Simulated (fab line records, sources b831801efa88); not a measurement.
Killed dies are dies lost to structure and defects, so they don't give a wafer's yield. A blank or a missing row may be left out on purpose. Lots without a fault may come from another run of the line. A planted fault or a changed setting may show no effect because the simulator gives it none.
A struck lot beside a sound one | flow sky130 | 19 steps out of a route of 708
Sound: wafers L173.4, L173.5, L173.6. Struck: wafers L165.2, L165.3, L165.5. The cause comes at the end.
At each step with rows: each side's tool, then ch and its chambers, then its first start. Under that, the readings that differ: sound wafers | struck wafers | difference of the means | sigmas: that difference in standard deviations of wafers without a fault.
alike: readings whose means differ by less than 2 such deviations, and words and numbers that are the same on both sides. not compared: withheld readings, readings that some wafer has no value for, bounds like >300 that may hide the same value, and numbers for which the record gives no deviation and whose values overlap.
The two part at a step that has a row with sigmas, a row that says differs or no value, or rows on one side only. Numbers that don't overlap but have no deviation are shown without sigmas and don't part them. A reading that every wafer of one side lacks parts them only if that side has two wafers or more.

first, 8 steps without rows for these wafers: SKY_LDD_N_IMPLANT_08; SKY_LDD_N_IMPLANT_09; SKY_LDD_N_IMPLANT_10; SKY_LDD_N_IMPLANT_11; SKY_LDD_N_IMPLANT_12; SKY_LDD_N_IMPLANT_13; SKY_LDD_N_IMPLANT_14; SKY_LDD_N_IMPLANT_15.
SKY_LDD_N_STRIP_16: strips in O2/N2.
  sound on plasma_asher-03 ch 0,1, day 25 02:00; struck on plasma_asher-04 ch 0,1, day 20 17:19
  alike: drypump_motor_current_A, o2_flow_sccm, oes_product_au, strip_time_to_endpoint_s
  not compared: rf_hours_counter_h
SKY_LDD_N_TW_MEAS_17:
  sound on film_metro-03, day 25 02:06; struck on film_metro-02, day 20 17:25
  alike: LDD_N_TW
then, 2 steps without rows for these wafers: SKY_LDD_P_DEHYDRATE_00 (time 60 s); SKY_LDD_P_HMDS_01 (prime time 60 s).
SKY_LDD_P_COAT_02: resist thk 1140 nm.
  sound on litho_track-04 ch 0, day 25 15:46; struck on litho_track-04 ch 0, day 21 09:01
  reading              | sound                | struck               | difference | sigmas
  spin_speed_rpm (rpm) | 2999.3 2999.4 3000.9 | 3035.0 3035.7 3031.5 | +34.2      | +18
  alike: dispense_pressure_kPa
  not compared: model.NOVOLAK_of_LDD_P_COAT_02.thk_nm
then, 3 steps without rows for these wafers: SKY_LDD_P_SOFTBAKE_03 (time 60 s); SKY_LDD_P_EXPOSE_04 (exposes mask PSDM, target cd 380 nm); SKY_LDD_P_PEB_05.
SKY_LDD_P_DEVELOP_06: develop time 60 s.
  sound on litho_track-01 ch 0, day 26 06:43; struck on litho_track-04 ch 0, day 21 23:52
  not compared: model.NOVOLAK_of_LDD_P_COAT_02.thk_nm
SKY_LDD_P_CD_MEAS_07: target cd 380 nm.
  sound on cd_sem-02, day 26 06:51; struck on cd_sem-02, day 22 00:00
  alike: cd_nm
-- the record jumps here: 26 days lie between the struck wafers' starts before and after (it left off in module LDD_P and takes up again in module PAD_OPEN, whose first step shown is number 708 of the route) --
SKY_PAD_OPEN_PROBE_99:
  sound on prober-01, day 50 07:38; struck on prober-02, day 47 15:22
  alike: killed_at_M0_to_M3, killed_at_M4_up, killed_at_contacts, killed_at_front_end, killed_at_other, killed_dies, killed_on_rim, killed_open, killed_short

WHERE THEY PART
Only at SKY_LDD_P_COAT_02, within this record. Later steps at which nothing parts them and some readings are alike: SKY_LDD_P_CD_MEAS_07, SKY_PAD_OPEN_PROBE_99.

WHY: what the simulator had put in
Process parameter drift: litho_track-04, from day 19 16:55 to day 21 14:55, at SKY_LDD_P_COAT_02. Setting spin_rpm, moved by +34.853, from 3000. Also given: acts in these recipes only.
